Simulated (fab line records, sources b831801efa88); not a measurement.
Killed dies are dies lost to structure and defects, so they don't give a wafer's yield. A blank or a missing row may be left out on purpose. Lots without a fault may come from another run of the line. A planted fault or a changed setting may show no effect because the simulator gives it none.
Problem report in the 8D (eight disciplines) form, filled by code | flow gf180mcu | the parts of the form that need people (team, actions taken, sign-off) are left out

1. THE PROBLEM
cathode_dc_power_W at GF_MIM_SPUTTER_01 reads a mean of 6224.9 W on 6 wafers of 2 lots; wafers without a fault read 6500.2 W with a standard deviation of 1.2. That is -99 or more standard deviations from the usual mean.
The step: material TiN, target thk 30 nm, time 25 s.
First seen on wafer L721.2, day 27 09:37, on pvd_sputter-02. The record holds 18 wafers of 6 lots with a number at this step. Rule for "out", or "out of limits": more than 4 standard deviations from the usual mean. The other wafers with a number count as sound.

2. WHAT IT IS AND WHAT IT IS NOT
question                    | is                     | is not
which readings at this step | cathode_dc_power_W     | throttle_valve_pct
which lots                  | L721, L725             | L720, L726, L731, L737
which wafers of those lots  | all that have a number | -
read on which tools         | pvd_sputter-02         | pvd_sputter-03
when                        | from day 27 09:37      | up to then (3 sound wafers); but 9 sound wafers of L726, L731, L737 came after

3. SUSPECTS, AND WHAT RULES EACH OUT
Counting: a tool at a process step up to the reading stays a suspect if it ran every lot that is out and no sound lot after the first of them.
- pvd_sputter-01 at GF_V4_SPUTTER_21 (material Ti, target thk 15 nm, time 80.02 s): kept. It ran every lot that is out, first L721 (day 27 08:49), and no sound lot after that; its last sound lot up to then is L720 (day 26 12:01).
- cvd_w-02 at GF_V4_CVD_23 (deposits W, target thk 350 nm, time 104.9 s): ruled out as a lasting fault. Sound lots L731, L737 ran on it after its first lot that is out, L721 (day 27 08:55).
- cmp-01 at GF_V4_CMP_26 (polishes, stops on SiO2, t overpolish 15 s, target thk 0 nm): ruled out as a lasting fault. Sound lots L731 ran on it after its first lot that is out, L721 (day 27 09:19).
- pvd_sputter-02 at GF_MIM_SPUTTER_01 (material TiN, target thk 30 nm, time 25 s): kept. It ran every lot that is out, first L721 (day 27 09:37), and no sound lot after that; its last sound lot up to then is L720 (day 26 12:48). Its own readings are out on those wafers: cathode_dc_power_W.
Left after counting: pvd_sputter-01 at GF_V4_SPUTTER_21, pvd_sputter-02 at GF_MIM_SPUTTER_01.

4. THE CAUSE (what the simulator had put in)
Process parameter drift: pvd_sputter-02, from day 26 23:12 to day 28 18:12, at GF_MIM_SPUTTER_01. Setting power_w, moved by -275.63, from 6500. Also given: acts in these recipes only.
Counting left 2 suspects, and this tool is among them.

5. THE CHAIN OF EFFECTS, in route order
Each row: a reading whose mean over the struck wafers that have a number lies more than 3 standard deviations from the usual. Only readings for which the record gives a usual standard deviation are gone through. hours: the time from each lot's start at the first step in this table that gives one to its start at this step, as a median over the lots. sigmas: the change in usual standard deviations.
hours | step              | reading            | usual    | on struck wafers | change | sigmas
0     | GF_MIM_SPUTTER_01 | cathode_dc_power_W | 6500.2 W | 6224.9           | -275.3 | -99 or more
The process steps in it:
- GF_MIM_SPUTTER_01: material TiN, target thk 30 nm, time 25 s.

6. WHAT WOULD HAVE CAUGHT IT SOONER
In this record the first reading out of limits was taken at day 27 09:37, 10 hours after the fault began at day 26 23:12.
